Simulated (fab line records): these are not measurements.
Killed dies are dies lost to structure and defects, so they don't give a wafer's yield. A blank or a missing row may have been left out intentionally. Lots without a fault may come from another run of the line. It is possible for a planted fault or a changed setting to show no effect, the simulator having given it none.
The tool behind it: which one? :: flow sky130 :: Sampling: 13 lots, 39 wafers, 4 of 708 route steps

## WHAT EACH GAUGE READ, for each wafer
SKY_LDD_LDN_OVL_MEAS_07.
lot: L377
measured: day 22 18:04
on: overlay-02
LDD_LDN_OVL (nm): 1.3 2.2 1.7

lot: L379
measured: day 23 12:47
on: overlay-01
LDD_LDN_OVL (nm): 0.2 0.5 0.8

lot: L380
measured: day 23 23:56
on: overlay-02
LDD_LDN_OVL (nm): 0.3 -0.1 1.8

lot: L381
measured: day 24 04:01
on: overlay-01
LDD_LDN_OVL (nm): -0.8 -1.6 0.1

lot: L382
measured: day 24 22:28
on: overlay-01
LDD_LDN_OVL (nm): 1.2 -0.3 3.5

lot: L386
measured: day 26 05:47
on: overlay-01
LDD_LDN_OVL (nm): -1.4 0.0 -0.3

lot: L390
measured: day 27 21:40
on: overlay-01
LDD_LDN_OVL (nm): 2.7 3.2 2.4

lot: L391
measured: day 28 04:38
on: overlay-01
LDD_LDN_OVL (nm): 1.2 1.0 1.0

lot: L392
measured: day 28 10:32
on: overlay-02
LDD_LDN_OVL (nm): -1.2 0.9 0.4

lot: L394
measured: day 28 20:38
on: overlay-01
LDD_LDN_OVL (nm): 1.4 0.2 -0.4

lot: L395
measured: day 29 07:29
on: overlay-01
LDD_LDN_OVL (nm): -1.3 1.7 -0.4

lot: L399
measured: day 31 06:19
on: overlay-02
LDD_LDN_OVL (nm): 1.1 -1.0 1.3

lot: L400
measured: day 31 06:23
on: overlay-01
LDD_LDN_OVL (nm): 2.2 2.9 1.0

SKY_LDD_LDN_TW_MEAS_13.
lot: L377
measured: day 22 18:49
on: filmMetro-03
LDD_LDN_TW: 1492 1490 1493

lot: L379
measured: day 23 13:31
on: filmMetro-03
LDD_LDN_TW: 1490 1497 1489

lot: L380
measured: day 24 00:40
on: filmMetro-02
LDD_LDN_TW: 1467 1469 1469

lot: L381
measured: day 24 04:45
on: filmMetro-01
LDD_LDN_TW: 1488 1488 1489

lot: L382
measured: day 24 23:13
on: filmMetro-01
LDD_LDN_TW: 1488 1491 1494

lot: L386
measured: day 26 06:31
on: filmMetro-02
LDD_LDN_TW: 1473 1475 1485

lot: L390
measured: day 27 22:25
on: filmMetro-02
LDD_LDN_TW: 1471 1480 1468

lot: L391
measured: day 28 05:22
on: filmMetro-02
LDD_LDN_TW: 1473 1467 1469

lot: L392
measured: day 28 11:16
on: filmMetro-02
LDD_LDN_TW: 1474 1471 1475

lot: L394
measured: day 28 21:22
on: filmMetro-02
LDD_LDN_TW: 1468 1466 1476

lot: L395
measured: day 29 08:13
on: filmMetro-01
LDD_LDN_TW: 1503 1512 1501

lot: L399
measured: day 31 07:04
on: filmMetro-02
LDD_LDN_TW: 1474 1477 1473

lot: L400
measured: day 31 07:08
on: filmMetro-01
LDD_LDN_TW: 1487 1491 1497

## TOOL THAT RAN EACH LOT (tool first, then ch and the chambers of the sampled wafers, then the start)
lot: L377
SKY_POLY_GATE_ETCH_15: rieDiel-03 ch 0,2,3, day 16 06:44
SKY_LDD_LDN_DEVELOP_06: lithoTrack-01 ch 0, day 22 17:55

lot: L379
SKY_POLY_GATE_ETCH_15: rieDiel-02 ch 0,2,3, day 17 02:50
SKY_LDD_LDN_DEVELOP_06: lithoTrack-04 ch 0, day 23 12:39

lot: L380
SKY_POLY_GATE_ETCH_15: rieDiel-04 ch 0,2,3, day 17 12:36
SKY_LDD_LDN_DEVELOP_06: lithoTrack-01 ch 0, day 23 23:48

lot: L381
SKY_POLY_GATE_ETCH_15: rieDiel-04 ch 0,3, day 17 16:22
SKY_LDD_LDN_DEVELOP_06: lithoTrack-03 ch 0, day 24 03:52

lot: L382
SKY_POLY_GATE_ETCH_15: rieDiel-02 ch 0,2, day 18 12:14
SKY_LDD_LDN_DEVELOP_06: lithoTrack-01 ch 0, day 24 22:19

lot: L386
SKY_POLY_GATE_ETCH_15: rieDiel-02 ch 0,1, day 19 23:07
SKY_LDD_LDN_DEVELOP_06: lithoTrack-04 ch 0, day 26 05:38

lot: L390
SKY_POLY_GATE_ETCH_15: rieDiel-02 ch 0,2,3, day 21 14:53
SKY_LDD_LDN_DEVELOP_06: lithoTrack-01 ch 0, day 27 21:31

lot: L391
SKY_POLY_GATE_ETCH_15: rieDiel-03 ch 0,2, day 21 23:14
SKY_LDD_LDN_DEVELOP_06: lithoTrack-04 ch 0, day 28 04:29

lot: L392
SKY_POLY_GATE_ETCH_15: rieDiel-03 ch 0,2, day 22 05:08
SKY_LDD_LDN_DEVELOP_06: lithoTrack-01 ch 0, day 28 10:24

lot: L394
SKY_POLY_GATE_ETCH_15: rieDiel-04 ch 0,3, day 22 14:29
SKY_LDD_LDN_DEVELOP_06: lithoTrack-04 ch 0, day 28 20:29

lot: L395
SKY_POLY_GATE_ETCH_15: rieDiel-02 ch 1,2, day 23 03:41
SKY_LDD_LDN_DEVELOP_06: lithoTrack-04 ch 0, day 29 07:20

lot: L399
SKY_POLY_GATE_ETCH_15: rieDiel-04 ch 0,1,2, day 25 03:29
SKY_LDD_LDN_DEVELOP_06: lithoTrack-01 ch 0, day 31 06:10

lot: L400
SKY_POLY_GATE_ETCH_15: rieDiel-04 ch 0,1,3, day 25 05:01
SKY_LDD_LDN_DEVELOP_06: lithoTrack-04 ch 0, day 31 06:17
- SKY_POLY_GATE_ETCH_15: etches BARC in N2/H2, stops on SiO2, time 118.5 s, target depth 110 nm.
- SKY_LDD_LDN_DEVELOP_06: develop time 60 s.

## AS READ BY THE TOOLS THEMSELVES (means over the sampled wafers that have a number; for cases with no such wafer, the mark the record gives instead)
SKY_POLY_GATE_ETCH_15.
lot: L377
tool: rieDiel-03
drypumpMotorCurrentA (A): 5.6
oesProductAu (a.u.): 0.716
rfFwdPowerW (W): 497.1
throttleValvePct (%): 13.216

lot: L379
tool: rieDiel-02
drypumpMotorCurrentA (A): 5.6
oesProductAu (a.u.): 0.719
rfFwdPowerW (W): 498.5
throttleValvePct (%): 13.209

lot: L380
tool: rieDiel-04
drypumpMotorCurrentA (A): 5.6
oesProductAu (a.u.): 0.713
rfFwdPowerW (W): 497.1
throttleValvePct (%): 13.214

lot: L381
tool: rieDiel-04
drypumpMotorCurrentA (A): 6.0
oesProductAu (a.u.): 0.715
rfFwdPowerW (W): 496.1
throttleValvePct (%): 13.220

lot: L382
tool: rieDiel-02
drypumpMotorCurrentA (A): 5.2
oesProductAu (a.u.): 0.722
rfFwdPowerW (W): 497.6
throttleValvePct (%): 13.215

lot: L386
tool: rieDiel-02
drypumpMotorCurrentA (A): 5.5
oesProductAu (a.u.): 0.716
rfFwdPowerW (W): 498.2
throttleValvePct (%): 13.209

lot: L390
tool: rieDiel-02
drypumpMotorCurrentA (A): 5.6
oesProductAu (a.u.): 0.716
rfFwdPowerW (W): 496.6
throttleValvePct (%): 13.213

lot: L391
tool: rieDiel-03
drypumpMotorCurrentA (A): 5.3
oesProductAu (a.u.): 0.720
rfFwdPowerW (W): 496.9
throttleValvePct (%): 13.221

lot: L392
tool: rieDiel-03
drypumpMotorCurrentA (A): 5.1
oesProductAu (a.u.): 0.713
rfFwdPowerW (W): 498.3
throttleValvePct (%): 13.206

lot: L394
tool: rieDiel-04
drypumpMotorCurrentA (A): 5.9
oesProductAu (a.u.): 0.720
rfFwdPowerW (W): 494.8
throttleValvePct (%): 13.213

lot: L395
tool: rieDiel-02
drypumpMotorCurrentA (A): 5.4
oesProductAu (a.u.): 0.717
rfFwdPowerW (W): 498.0
throttleValvePct (%): 13.204

lot: L399
tool: rieDiel-04
drypumpMotorCurrentA (A): 5.7
oesProductAu (a.u.): 0.713
rfFwdPowerW (W): 496.9
throttleValvePct (%): 13.215

lot: L400
tool: rieDiel-04
drypumpMotorCurrentA (A): 5.9
oesProductAu (a.u.): 0.711
rfFwdPowerW (W): 496.6
throttleValvePct (%): 13.209

SKY_LDD_LDN_DEVELOP_06.
lot: L377
tool: lithoTrack-01
developerTempC (C): 22.92
exhaustPa (Pa): 44.0

lot: L379
tool: lithoTrack-04
developerTempC (C): 22.97
exhaustPa (Pa): 45.7

lot: L380
tool: lithoTrack-01
developerTempC (C): 22.82
exhaustPa (Pa): 45.8

lot: L381
tool: lithoTrack-03
developerTempC (C): 23.13
exhaustPa (Pa): 44.5

lot: L382
tool: lithoTrack-01
developerTempC (C): 22.94
exhaustPa (Pa): 44.8

lot: L386
tool: lithoTrack-04
developerTempC (C): 23.01
exhaustPa (Pa): 45.3

lot: L390
tool: lithoTrack-01
developerTempC (C): 22.24
exhaustPa (Pa): 45.5

lot: L391
tool: lithoTrack-04
developerTempC (C): 22.97
exhaustPa (Pa): 45.1

lot: L392
tool: lithoTrack-01
developerTempC (C): 22.12
exhaustPa (Pa): 44.5

lot: L394
tool: lithoTrack-04
developerTempC (C): 23.08
exhaustPa (Pa): 44.4

lot: L395
tool: lithoTrack-04
developerTempC (C): 22.99
exhaustPa (Pa): 44.2

lot: L399
tool: lithoTrack-01
developerTempC (C): 23.03
exhaustPa (Pa): 46.8

lot: L400
tool: lithoTrack-04
developerTempC (C): 22.96
exhaustPa (Pa): 46.0

## THE ANSWER, worked out from the rows above alone
Rule: the lots themselves supply what counts as usual. The widest of any qualifying gaps counts: lots, ordered by their means at a reading, are off when they make up no more than a third of the lots, leave a main group of 4 or more, and stand apart from it by 3 or more times the standard deviation of that group's means. A main group is skipped when, at the precision printed for the reading in the tables above, its means are all equal. A lot without any number at a reading at which 4 lots or more have one is off too. The other lots that the step has rows for count as sound. First the gauges in route order, then the tools' own readings, where a lot's mean is used as printed above. At the first step where some lot is off, the reading lying furthest off is the one used; lots without a number count as furthest.
Off: L390, L392, at SKY_LDD_LDN_DEVELOP_06 (developerTempC). For the main group the mean is 22.98 C and the standard deviation 0.078.
If a tool, at that step or one of the process steps before it, ran each lot that is off and ran no sound lot following the first of them, it fits. No candidate that was tried fits.

## WHAT THE SIMULATOR HAD PUT IN
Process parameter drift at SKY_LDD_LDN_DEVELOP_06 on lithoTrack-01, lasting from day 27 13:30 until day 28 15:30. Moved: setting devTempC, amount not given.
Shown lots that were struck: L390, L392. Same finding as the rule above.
